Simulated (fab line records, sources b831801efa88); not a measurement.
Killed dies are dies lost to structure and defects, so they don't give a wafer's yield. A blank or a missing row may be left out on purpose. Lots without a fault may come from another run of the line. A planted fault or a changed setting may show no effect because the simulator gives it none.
A struck lot beside a sound one | flow gf180mcu | 15 steps out of a route of 602
Sound: wafers L592.2, L592.4, L592.6. Struck: wafers L599.2, L599.3, L599.5. The cause comes at the end.
At each step with rows: each side's tool, then ch and its chambers, then its first start. Under that, the readings that differ: sound wafers | struck wafers | difference of the means | sigmas: that difference in standard deviations of wafers without a fault.
alike: readings whose means differ by less than 2 such deviations, and words and numbers that are the same on both sides. not compared: withheld readings, readings that some wafer has no value for, bounds like >300 that may hide the same value, and numbers for which the record gives no deviation and whose values overlap.
The two part at a step that has a row with sigmas, a row that says differs or no value, or rows on one side only. Numbers that don't overlap but have no deviation are shown without sigmas and don't part them. A reading that every wafer of one side lacks parts them only if that side has two wafers or more.

first, 7 steps without rows for these wafers: GF_MVSD_DEHYDRATE_00 (time 60 s); GF_MVSD_HMDS_01 (prime time 60 s); GF_MVSD_COAT_02 (resist thk 3000 nm); GF_MVSD_SOFTBAKE_03; GF_MVSD_EXPOSE_04 (exposes mask MVSD, target cd 1000 nm); GF_MVSD_PEB_05; GF_MVSD_DEVELOP_06 (develop time 60 s).
GF_MVSD_OVL_MEAS_07:
  sound on overlay-02, day 6 19:36; struck on overlay-02, day 8 13:07
  alike: MVSD_OVL
then, 2 steps without rows for these wafers: GF_MVSD_IMPLANT_08; GF_MVSD_IMPLANT_09.
GF_MVSD_STRIP_10: strips in O2/N2.
  sound on plasma_asher-01 ch 0,1, day 6 19:56; struck on plasma_asher-01 ch 0,1, day 8 13:26
  alike: drypump_motor_current_A, heater_power_w, oes_product_au, strip_time_to_endpoint_s
  not compared: rf_hours_counter_h
GF_MVSD_TW_MEAS_11:
  sound on film_metro-03, day 6 20:02; struck on film_metro-03, day 8 13:33
  alike: MVSD_TW
GF_MVPSD_DEHYDRATE_00: time 60 s.
  sound on litho_track-03 ch 0, day 7 03:11; struck on litho_track-03 ch 0, day 8 21:26
  reading                  | sound                | struck               | difference | sigmas
  heater_power_total_W (W) | 160.30 160.40 160.36 | 165.92 166.07 166.31 | +5.75      | +48
  plate_temp_C (C)         | 199.98 199.96 199.90 | 205.41 205.14 205.42 | +5.38      | +32
then, 1 step without rows for these wafers: GF_MVPSD_HMDS_01 (prime time 60 s).
GF_PASSIVATION_PROBE_99:
  the record has rows for the sound wafers here (prober-01, day 31 23:58) and none for the struck ones

WHERE THEY PART
First at GF_MVPSD_DEHYDRATE_00; last, within this record, at GF_PASSIVATION_PROBE_99.

WHY: what the simulator had put in
Process parameter drift: litho_track-03, from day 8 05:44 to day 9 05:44, at GF_MVPSD_DEHYDRATE_00. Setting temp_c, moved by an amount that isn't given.
